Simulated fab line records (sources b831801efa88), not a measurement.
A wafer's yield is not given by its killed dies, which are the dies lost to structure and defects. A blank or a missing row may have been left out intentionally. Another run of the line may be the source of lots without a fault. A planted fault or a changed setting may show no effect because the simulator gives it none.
fab line records | flow gf180mcu
[record] lots = 6 wafers = 18 last_day = 34
route steps=602 shown STI@1
lots untouched by any fault: they come from a run of this same line in which no faults occurred
start_h: the number of hours between the record's first day and the start of the first shown wafer of the lot | wait_h: how many hours have passed since the lot's step before this one | " the same as in the row above | L1.1+2: several wafers, shown together as one row | - no value present, or no start provided | * or withheld: withheld | < > ~ a bound
route shown NAME@n: a module of which the file shows steps, and the number in the route of the first | usual: the fault-free wafers' mean and standard deviation | same: alike in all rows | chamber/n: place in a boat | sites: per-site readings | _std_site: the values' standard deviation | _edge_site: mean of outer sites minus mean of inner sites | radius_mm: how far each site lies from the wafer's centre | mask NAME#n: copy n | behind: the most recent tool/chamber to have shaped the wafer | hold: the reason the lot was held/the length of the hold in hours/how it ended | device: which transistor (n, p or np) failed to switch | end of line: at the end of the route, the tests of the same wafers | a step with no rows: only its recipe | killed: not the wafer's yield, but the dies lost to structure and defects at the first sort | map: per-die view of a wafer (x killed, . not killed, _ where there is no die)
set.NAME: the run value of the setting; set.NAME@STEP: its run value at that earlier step | model.NAME: the simulator's own value behind a step, which no gauge read
lots seen at some steps along the route; tables by step, rows by wafer
services: the hour from which a tool's chamber was out of use, counted from the record's first day as start_h (under 0 if before that day), plus the number of hours and why
[[steps]]
[step GF_STI_BOW_MEAS_00]
[recipe] mode = bow
[usual] INCOMING_BOW = -1/6
// columns lot.wafer tool chamber start_h wait_h INCOMING_BOW[um]
L958.1 film_metro-01 - 65.00 - -3
L958.2 " - " " -6
L958.4 " - " " -9
L961.1 film_metro-03 - 80.00 - 3
L961.2 " - " " -7
L961.4 " - " " 1
L964.1 film_metro-04 - 95.00 - 0
L964.4 " - " " 3
L964.6 " - " " -3
L965.3 film_metro-04 - 100.04 - -4
L965.5 " - " " -13
L965.6 " - " " 2
L968.1 film_metro-03 - 115.00 - -15
L968.3 " - " " -4
L968.4 " - " " -5
L969.2 film_metro-04 - 120.02 - -3
L969.3 " - " " -7
L969.5 " - " " 4
[step GF_STI_OXIDATION_01]
[recipe] temp_c = 900 ambient = O2 stabilise_s = 600 purge_s = 300 target_thk_a = 100 ox_time_s = 1418
[step GF_STI_THK_MEAS_02]
[recipe] reads = SiO2_of_STI_OXIDATION_01
[usual] STI_OXIDATION_THK = 10.02/0.16
// columns lot.wafer tool chamber start_h wait_h STI_OXIDATION_THK[nm]
L958.1 film_metro-03 - 66.51 0.0 9.83
L958.2 " - " " 9.80
L958.4 " - " " 9.99
L961.1 film_metro-04 - 81.56 0.0 10.10
L961.2 " - " " 10.11
L961.4 " - " " 10.34
L964.1 film_metro-04 - 96.52 0.0 10.04
L964.4 " - " " 9.63
L964.6 " - " " 9.87
L965.3 film_metro-03 - 101.97 0.0 9.99
L965.5 " - " " 10.00
L965.6 " - " " 10.13
L968.1 film_metro-03 - 116.55 0.0 10.06
L968.3 " - " " 10.22
L968.4 " - " " 10.12
L969.2 film_metro-03 - 121.74 0.0 9.79
L969.3 " - " " 9.79
L969.5 " - " " 9.83
[step GF_STI_CVD_03]
[recipe] material = Si3N4 precursor = DCS/NH3 target_thk_nm = 207.16 temp_c = 770 time_s = 3551 pressure_mtorr = 250
[step GF_STI_THK_MEAS_04]
[recipe] reads = Si3N4_of_STI_CVD_03
[usual] STI_CVD_03_THK = 207.6/1.8
// columns lot.wafer tool chamber start_h wait_h STI_CVD_03_THK[nm]
L958.1 film_metro-04 - 68.56 0.0 206.7
L958.2 " - " " 209.5
L958.4 " - " " 209.2
L961.1 film_metro-03 - 83.61 0.0 206.6
L961.2 " - " " 208.9
L961.4 " - " " 209.0
L964.1 film_metro-01 - 98.57 0.0 208.0
L964.4 " - " " 208.2
L964.6 " - " " 207.3
L965.3 film_metro-01 - 104.01 0.0 208.6
L965.5 " - " " 209.0
L965.6 " - " " 208.1
L968.1 film_metro-01 - 118.60 0.0 210.0
L968.3 " - " " 208.7
L968.4 " - " " 208.4
L969.2 film_metro-03 - 123.79 0.0 206.2
L969.3 " - " " 207.4
L969.5 " - " " 206.9
[step GF_STI_DEHYDRATE_05]
[recipe] temp_c = 200 time_s = 60
[step GF_STI_HMDS_06]
[recipe] prime_time_s = 60 prime_temp_c = 120
[step GF_STI_COAT_07]
[recipe] resist = KrF spin_rpm = withheld resist_thk_nm = 700
[step GF_STI_SOFTBAKE_08]
[recipe] temp_c = 130 time_s = 60 resist = KrF
[step GF_STI_EXPOSE_09]
[recipe] mask_id = COMP target_cd_nm = 220 na = 0.68 source_shape = conventional sigma_outer = 0.6 dose_mj = 28
[usual] exposure_dose_mJ_cm2 = 27.986/0.026 focus_offset_nm = 0.0/0.54
// columns lot.wafer tool chamber start_h wait_h mask exposure_dose_mJ_cm2 focus_offset_nm
L958.1 krf_scanner-02 0 74.35 - COMP#0 27.973 0.5
L958.2 " 0 " " COMP#0 27.980 -0.5
L958.4 " 0 " " COMP#0 28.011 -1.0
L961.1 krf_scanner-02 0 89.90 - COMP#0 28.053 0.2
L961.2 " 0 " " COMP#0 27.992 -0.5
L961.4 " 0 " " COMP#0 28.009 -0.1
L964.1 krf_scanner-02 - 105.52 - COMP#0 - -
L964.4 " - " " COMP#0 - -
L964.6 " - " " COMP#0 - -
L965.3 krf_scanner-01 - 111.31 - COMP#0 - -
L965.5 " - " " COMP#0 - -
L965.6 " - " " COMP#0 - -
L968.1 krf_scanner-01 0 125.77 - COMP#0 28.022 0.1
L968.3 " 0 " " COMP#0 28.002 -0.7
L968.4 " 0 " " COMP#0 27.989 -0.4
L969.2 krf_scanner-02 0 131.39 - COMP#0 27.982 0.7
L969.3 " 0 " " COMP#0 27.974 -0.1
L969.5 " 0 " " COMP#0 27.975 0.4
[step GF_STI_PEB_10]
[recipe] peb_temp_c = 135 peb_time_s = 90 resist = KrF
[[services]]
// columns tool chamber start_h hours kind
krf_scanner-01 - 85.65 1.0 pm
krf_scanner-01 - 90.19 4.0 pm
krf_scanner-02 - 95.73 5.2 repair
krf_scanner-01 - 100.07 2.6 repair
krf_scanner-02 - 102.64 0.8 pm
[[key]]
[first_sign] step = GF_STI_EXPOSE_09 reading = tool_record direction = missing
effect none on later readings
met_at GF_STI_EXPOSE_09
struck_wafers L964.1,L964.4,L964.6,L965.3,L965.5,L965.6
later_rows_left_out L964.1,L964.4,L964.6,L965.3,L965.5,L965.6
sort_left_out L964.1,L964.4,L964.6,L965.3,L965.5,L965.6
tester_left_out L964,L965
onset_between 89.90 105.52
[fault] kind = skipped_step_whole tool = krf_scanner-01,krf_scanner-02 chamber = - onset_h = 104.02 steps = GF_STI_EXPOSE_09 scope = struck_lots_only
// tester_left_out: of these lots the tester's yield and bins aren't shown, on N5 and GAA mostly nor the transistor test; their killed dies are dies lost to structure and defects alone, not to doping, threshold or leakage, so they don't give the yield
// sort_left_out: the simulated sort isn't trusted on such a fault, so these wafers' sort isn't shown, and their yield isn't known
// later_rows_left_out: the simulator's readings of these wafers behind a module that went badly wrong aren't trusted and aren't shown, but for the sort
